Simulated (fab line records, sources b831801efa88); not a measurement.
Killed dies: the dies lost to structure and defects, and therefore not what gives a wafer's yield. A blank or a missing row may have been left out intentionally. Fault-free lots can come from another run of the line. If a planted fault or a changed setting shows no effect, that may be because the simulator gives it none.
The tool behind it: which one? / flow gf180mcu / 13 lots with 39 wafers sampled at 5 steps, on a route of 602 steps

## WHAT THE GAUGES SHOWED, per wafer
GF_V4_OVL_MEAS_15.
lot=L985; measured=day 25 14:51; on=overlay-02; V4_OVL (nm)=-5 -10 -8
lot=L986; measured=day 26 09:55; on=overlay-02; V4_OVL (nm)=-4 1 -10
lot=L988; measured=day 26 14:05; on=overlay-02; V4_OVL (nm)=-9 -7 3
lot=L989; measured=day 26 19:58; on=overlay-02; V4_OVL (nm)=-3 -7 -6
lot=L990; measured=day 27 09:46; on=overlay-01; V4_OVL (nm)=-1 -10 -9
lot=L991; measured=day 28 05:06; on=overlay-02; V4_OVL (nm)=-7 -9 1
lot=L995; measured=day 28 12:18; on=overlay-01; V4_OVL (nm)=-8 -2 0
lot=L996; measured=day 29 00:38; on=overlay-01; V4_OVL (nm)=5 -2 2
lot=L998; measured=day 29 11:25; on=overlay-02; V4_OVL (nm)=3 0 4
lot=L100; measured=day 30 05:20; on=overlay-01; V4_OVL (nm)=-6 2 5
lot=L102; measured=day 30 21:41; on=overlay-02; V4_OVL (nm)=-4 -4 3
lot=L104; measured=day 31 04:07; on=overlay-01; V4_OVL (nm)=-14 -12 -6
lot=L106; measured=day 31 16:41; on=overlay-01; V4_OVL (nm)=-16 -5 -14

GF_V4_THK_MEAS_25: measures by xrf.
lot=L985; measured=day 25 15:53; on=film_metro-01; V4_W_THK (nm)=342 340 346
lot=L986; measured=day 26 10:57; on=film_metro-03; V4_W_THK (nm)=349 340 348
lot=L988; measured=day 26 15:07; on=film_metro-04; V4_W_THK (nm)=343 333 338
lot=L989; measured=day 26 21:00; on=film_metro-03; V4_W_THK (nm)=343 339 340
lot=L990; measured=day 27 10:49; on=film_metro-01; V4_W_THK (nm)=347 343 343
lot=L991; measured=day 28 06:08; on=film_metro-04; V4_W_THK (nm)=343 342 344
lot=L995; measured=day 28 13:20; on=film_metro-03; V4_W_THK (nm)=340 344 341
lot=L996; measured=day 29 01:40; on=film_metro-03; V4_W_THK (nm)=340 345 342
lot=L998; measured=day 29 12:28; on=film_metro-01; V4_W_THK (nm)=338 345 340
lot=L100; measured=day 30 06:22; on=film_metro-04; V4_W_THK (nm)=340 339 341
lot=L102; measured=day 30 22:43; on=film_metro-04; V4_W_THK (nm)=340 341 333
lot=L104; measured=day 31 05:09; on=film_metro-01; V4_W_THK (nm)=347 342 350
lot=L106; measured=day 31 17:44; on=film_metro-01; V4_W_THK (nm)=345 346 343

## WHAT TOOL EACH LOT RAN ON (gives the tool, then ch and the chambers of the sampled wafers, and finally the start)
lot=L985; GF_V4_COAT_09=litho_track-02 ch 0, day 25 04:00; GF_V4_ETCH_16=rie_diel-04 ch 0,1,2, day 25 14:53; GF_V4_STRIP_18=plasma_asher-03 ch 0, day 25 15:01
lot=L986; GF_V4_COAT_09=litho_track-04 ch 0, day 25 21:00; GF_V4_ETCH_16=rie_diel-01 ch 1,2,3, day 26 09:58; GF_V4_STRIP_18=plasma_asher-03 ch 0,1, day 26 10:05
lot=L988; GF_V4_COAT_09=litho_track-02 ch 0, day 26 03:00; GF_V4_ETCH_16=rie_diel-02 ch 1,2,3, day 26 14:07; GF_V4_STRIP_18=plasma_asher-04 ch 0,1, day 26 14:14
lot=L989; GF_V4_COAT_09=litho_track-03 ch 0, day 26 08:00; GF_V4_ETCH_16=rie_diel-02 ch 0,1,3, day 26 20:01; GF_V4_STRIP_18=plasma_asher-04 ch 0,1, day 26 20:08
lot=L990; GF_V4_COAT_09=litho_track-04 ch 0, day 26 22:00; GF_V4_ETCH_16=rie_diel-02 ch 0,1,3, day 27 09:49; GF_V4_STRIP_18=plasma_asher-04 ch 0,1, day 27 09:56
lot=L991; GF_V4_COAT_09=litho_track-03 ch 0, day 27 18:00; GF_V4_ETCH_16=rie_diel-01 ch 1,2, day 28 05:08; GF_V4_STRIP_18=plasma_asher-04 ch 0, day 28 05:16
lot=L995; GF_V4_COAT_09=litho_track-02 ch 0, day 28 01:00; GF_V4_ETCH_16=rie_diel-02 ch 0,1,3, day 28 12:20; GF_V4_STRIP_18=plasma_asher-03 ch 0,1, day 28 12:28
lot=L996; GF_V4_COAT_09=litho_track-04 ch 0, day 28 14:00; GF_V4_ETCH_16=rie_diel-02 ch 0,2,3, day 29 00:40; GF_V4_STRIP_18=plasma_asher-04 ch 0, day 29 00:47
lot=L998; GF_V4_COAT_09=litho_track-02 ch 0, day 29 01:00; GF_V4_ETCH_16=rie_diel-02 ch 1,2, day 29 11:26; GF_V4_STRIP_18=plasma_asher-02 ch 0,1, day 29 11:36
lot=L100; GF_V4_COAT_09=litho_track-02 ch 0, day 29 19:00; GF_V4_ETCH_16=rie_diel-01 ch 0,2,3, day 30 05:22; GF_V4_STRIP_18=plasma_asher-03 ch 0,1, day 30 05:29
lot=L102; GF_V4_COAT_09=litho_track-02 ch 0, day 30 11:00; GF_V4_ETCH_16=rie_diel-04 ch 1,2,3, day 30 21:43; GF_V4_STRIP_18=plasma_asher-04 ch 0,1, day 30 21:50
lot=L104; GF_V4_COAT_09=litho_track-03 ch 0, day 30 18:00; GF_V4_ETCH_16=rie_diel-02 ch 0,1, day 31 04:10; GF_V4_STRIP_18=plasma_asher-02 ch 0,1, day 31 04:17
lot=L106; GF_V4_COAT_09=litho_track-04 ch 0, day 31 07:00; GF_V4_ETCH_16=rie_diel-04 ch 0,1,2, day 31 16:43; GF_V4_STRIP_18=plasma_asher-04 ch 0,1, day 31 16:52
- GF_V4_COAT_09: resist thk 1000 nm.
- GF_V4_ETCH_16: etches BARC in N2/H2.
- GF_V4_STRIP_18: strips in O2/N2.

## AS READ BY THE TOOLS THEMSELVES (means over the sampled wafers that have a number; for cases with no such wafer, the mark the record gives instead)
GF_V4_ETCH_16.
lot=L985; tool=rie_diel-04; drypump_motor_current_A (A)=5.7; oes_product_au (a.u.)=0.855; throttle_valve_pct (%)=13.224
lot=L986; tool=rie_diel-01; drypump_motor_current_A (A)=6.3; oes_product_au (a.u.)=0.854; throttle_valve_pct (%)=13.214
lot=L988; tool=rie_diel-02; drypump_motor_current_A (A)=5.5; oes_product_au (a.u.)=0.855; throttle_valve_pct (%)=13.220
lot=L989; tool=rie_diel-02; drypump_motor_current_A (A)=5.6; oes_product_au (a.u.)=0.856; throttle_valve_pct (%)=13.226
lot=L990; tool=rie_diel-02; drypump_motor_current_A (A)=5.6; oes_product_au (a.u.)=0.852; throttle_valve_pct (%)=13.211
lot=L991; tool=rie_diel-01; drypump_motor_current_A (A)=6.3; oes_product_au (a.u.)=0.857; throttle_valve_pct (%)=13.215
lot=L995; tool=rie_diel-02; drypump_motor_current_A (A)=5.6; oes_product_au (a.u.)=0.853; throttle_valve_pct (%)=13.227
lot=L996; tool=rie_diel-02; drypump_motor_current_A (A)=5.8; oes_product_au (a.u.)=0.853; throttle_valve_pct (%)=13.225
lot=L998; tool=rie_diel-02; drypump_motor_current_A (A)=5.6; oes_product_au (a.u.)=0.857; throttle_valve_pct (%)=13.225
lot=L100; tool=rie_diel-01; drypump_motor_current_A (A)=6.0; oes_product_au (a.u.)=0.856; throttle_valve_pct (%)=13.229
lot=L102; tool=rie_diel-04; drypump_motor_current_A (A)=6.0; oes_product_au (a.u.)=0.854; throttle_valve_pct (%)=13.228
lot=L104; tool=rie_diel-02; drypump_motor_current_A (A)=5.5; oes_product_au (a.u.)=0.854; throttle_valve_pct (%)=13.229
lot=L106; tool=rie_diel-04; drypump_motor_current_A (A)=5.7; oes_product_au (a.u.)=0.855; throttle_valve_pct (%)=13.225

GF_V4_STRIP_18.
lot=L985; tool=plasma_asher-03; drypump_motor_current_A (A)=6.0; heater_power_w (W)=398; oes_product_au (a.u.)=0.592
lot=L986; tool=plasma_asher-03; drypump_motor_current_A (A)=5.6; heater_power_w (W)=371; oes_product_au (a.u.)=0.590
lot=L988; tool=plasma_asher-04; drypump_motor_current_A (A)=5.3; heater_power_w (W)=366; oes_product_au (a.u.)=0.587
lot=L989; tool=plasma_asher-04; drypump_motor_current_A (A)=5.3; heater_power_w (W)=363; oes_product_au (a.u.)=0.590
lot=L990; tool=plasma_asher-04; drypump_motor_current_A (A)=5.4; heater_power_w (W)=369; oes_product_au (a.u.)=0.591
lot=L991; tool=plasma_asher-04; drypump_motor_current_A (A)=5.1; heater_power_w (W)=354; oes_product_au (a.u.)=0.594
lot=L995; tool=plasma_asher-03; drypump_motor_current_A (A)=5.2; heater_power_w (W)=334; oes_product_au (a.u.)=0.589
lot=L996; tool=plasma_asher-04; drypump_motor_current_A (A)=5.1; heater_power_w (W)=351; oes_product_au (a.u.)=0.591
lot=L998; tool=plasma_asher-02; drypump_motor_current_A (A)=5.8; heater_power_w (W)=330; oes_product_au (a.u.)=0.571
lot=L100; tool=plasma_asher-03; drypump_motor_current_A (A)=5.6; heater_power_w (W)=373; oes_product_au (a.u.)=0.576
lot=L102; tool=plasma_asher-04; drypump_motor_current_A (A)=5.4; heater_power_w (W)=370; oes_product_au (a.u.)=0.574
lot=L104; tool=plasma_asher-02; drypump_motor_current_A (A)=5.8; heater_power_w (W)=327; oes_product_au (a.u.)=0.592
lot=L106; tool=plasma_asher-04; drypump_motor_current_A (A)=5.3; heater_power_w (W)=361; oes_product_au (a.u.)=0.593

## THE ANSWER, worked out from the rows above alone
Rule: what is usual is taken from the lots themselves. The widest of any qualifying gaps counts: lots, ordered by their means at a reading, are off when they make up no more than a third of the lots, leave a main group of 4 or more, and stand apart from it by 3 or more times the standard deviation of that group's means. The tables above print the reading to a certain number of digits; a main group whose means all agree to those digits is not used. Also off: a lot with no number at a reading for which 4 or more lots have one. The other lots that the step has rows for count as sound. First the gauges in route order, then the tools' own readings, where a lot's mean is used as printed above. The first step at which some lot is off is used, and at that step the reading that is off furthest; a lot without a number counts as furthest.
Off, at GF_V4_STRIP_18 on oes_product_au: L998, L100, L102. The main group: mean 0.591 a.u., standard deviation 0.0019.
If a tool, at that step or one of the process steps before it, ran each lot that is off and ran no sound lot following the first of them, it fits. One candidate fits, namely litho_track-02 at GF_V4_COAT_09. A fault onset in the window from L995 (day 28 01:00, its last sound lot) to L998 (day 29 01:00, its first lot off) fits.

## WHAT THE SIMULATOR PUT IN
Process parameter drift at GF_V4_COAT_09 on litho_track-02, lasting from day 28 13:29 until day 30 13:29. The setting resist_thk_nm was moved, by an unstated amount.
Struck lots among those shown: L998, L100, L102. Same finding as the rule above.
